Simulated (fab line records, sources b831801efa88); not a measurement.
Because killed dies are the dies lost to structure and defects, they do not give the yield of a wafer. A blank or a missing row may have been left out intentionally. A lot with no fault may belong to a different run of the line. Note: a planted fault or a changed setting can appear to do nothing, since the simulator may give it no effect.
Chamber matching | flow sky130 | 4 sister chambers for SKY_VIA2_CMP_02 on cmp-02
The step polishes SiO2. 8 wafers are shown with their chamber, then 8 later ones without.

== WAFERS, EACH WITH ITS CHAMBER ==
wafer  | chamber | motor_current_A (A) | slurry_filter_dp_kPa (kPa)
L189.5 | 2       | 13.2                | 13.53
L196.6 | 0       | 12.6                | 13.37
L197.2 | 1       | 10.9                | 13.41
L197.5 | 0       | 12.7                | 13.40
L198.3 | 2       | 13.6                | 13.65
L198.4 | 1       | 11.1                | 13.51
L198.6 | 3       | 10.1                | 13.57
L199.1 | 3       | 10.1                | 13.50

== WAFERS WHOSE CHAMBER IS MISSING ==
wafer  | motor_current_A (A) | slurry_filter_dp_kPa (kPa)
L199.3 | 11.7                | 13.77
L199.5 | 11.0                | 13.35
L211.1 | 13.3                | 13.46
L211.2 | 11.9                | 13.29
L211.6 | 12.7                | 13.68
L210.2 | 10.1                | 13.47
L210.4 | 12.3                | 13.51
L210.6 | 9.5                 | 13.44

== EACH ONE'S CHAMBER ==
wafer  | from the rows above     | in truth
L199.3 | can't be placed: 1 or 0 | 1
L199.5 | 1                       | 1
L211.1 | can't be placed: 2 or 0 | 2
L211.2 | can't be placed: 0 or 1 | 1
L211.6 | can't be placed: 2 or 0 | 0
L210.2 | 3                       | 3
L210.4 | 0                       | 0
L210.6 | 3                       | 3
Correctly placed: 4 of 8. Unplaceable from these rows: 4, with the true chamber sitting among the candidates in 4. Placed wrongly: 0.
How it was worked out, from the rows above alone: a wafer's distance from a chamber is the root of the sum, over the readings, of the square of ((its reading less the chamber's mean) divided by the reading's scatter). If the next closest chamber is less than 2 further off than the closest, the wafer can't be placed; otherwise it belongs to the closest. A chamber's mean is the mean of its shown wafers. The scatter: take each reading less its chamber's mean, square it, sum over the shown wafers, divide by the number of wafers less the number of chambers, and take the root.
